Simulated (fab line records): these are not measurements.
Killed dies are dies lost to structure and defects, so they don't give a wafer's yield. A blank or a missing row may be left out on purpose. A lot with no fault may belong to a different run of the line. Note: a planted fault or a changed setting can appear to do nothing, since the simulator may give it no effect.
Struck lot and sound lot, side by side | flow gf180mcu | 14 out of 602 route steps
Sound: wafers L201.3, L201.4, L201.6. Struck: wafers L205.1, L205.3, L205.4. At the end, the cause is stated.
For every step that has rows: the tool of each side, followed by ch and its chambers, followed by its first start. Under that, the readings that differ: sound wafers | struck wafers | difference of the means | sigmas: that difference in standard deviations of wafers without a fault.
alike: readings whose means differ by less than 2 such deviations, and words and numbers that are the same on both sides. not compared: withheld readings, readings that some wafer has no value for, bounds like >300 that may hide the same value, and numbers for which the record gives no deviation and whose values overlap.
A row with sigmas, a row that says differs or no value, or rows on one side alone: a step with any of these is where the two part. Non-overlapping numbers with no deviation appear without sigmas and do not part them. A reading that every wafer of one side lacks parts them only if that side has two wafers or more.

first, 2 steps without rows for these wafers: GF_M3_CLEAN_19 (cleans in DIW); GF_V3_CVD_00 (deposits SiO2, target thk 600 nm, time 100 s).
GF_V3_THK_MEAS_01:
  struck on film_metro-02, day 26 20:07; sound on film_metro-04, day 25 19:38
  alike: V3_CVD_00_THK
GF_V3_CVD_02: deposits SiO2 from TEOS, target thk 850 nm, time 94.851 s.
  sound on pecvd-01 ch 0,1, day 25 19:40; struck on pecvd-01 ch 0,2, day 26 20:10
  alike: heater_power_w
GF_V3_THK_MEAS_03:
  struck on film_metro-04, day 26 20:14; sound on film_metro-02, day 25 19:46
  alike: V3_CVD_02_THK
GF_V3_CMP_04: polishes SiO2.
  sound on cmp-02 ch 1,2,3, day 25 19:51; struck on cmp-02 ch 0,2,3, day 26 20:18
  alike: motor_current_A, retaining_ring_pressure_frac, time_to_endpoint_s
GF_V3_BOW_MEAS_05:
  struck on film_metro-01, day 26 20:36; sound on film_metro-02, day 25 20:08
  reading     | sound       | struck      | difference | sigmas
  V3_BOW (um) | 108 101 105 | 126 122 123 | +19        | +2
then, 5 steps without rows for these wafers: GF_V3_DEHYDRATE_06 (time 60 s); GF_V3_HMDS_07 (prime time 60 s); GF_V3_COAT_08; GF_V3_COAT_09 (resist thk 1019 nm); GF_V3_SOFTBAKE_10 (time 60 s).
GF_V3_EXPOSE_11: exposes mask Via3, target cd 260 nm.
  struck on krf_scanner-02, day 27 06:50; sound on krf_scanner-01 ch 0, day 26 07:19
  no value came back on the struck wafers for exposure_dose_mJ_cm2, focus_offset_nm (nm), na; on the sound wafers exposure_dose_mJ_cm2 reads 38.13 38.12 38.11
  alike: mask
then, 1 step without rows for these wafers: GF_V3_PEB_12 (peb time 90 s).

WHERE THEY PART
First at GF_V3_BOW_MEAS_05; last, within this record, at GF_V3_EXPOSE_11.

WHY: what had been put in by the simulator
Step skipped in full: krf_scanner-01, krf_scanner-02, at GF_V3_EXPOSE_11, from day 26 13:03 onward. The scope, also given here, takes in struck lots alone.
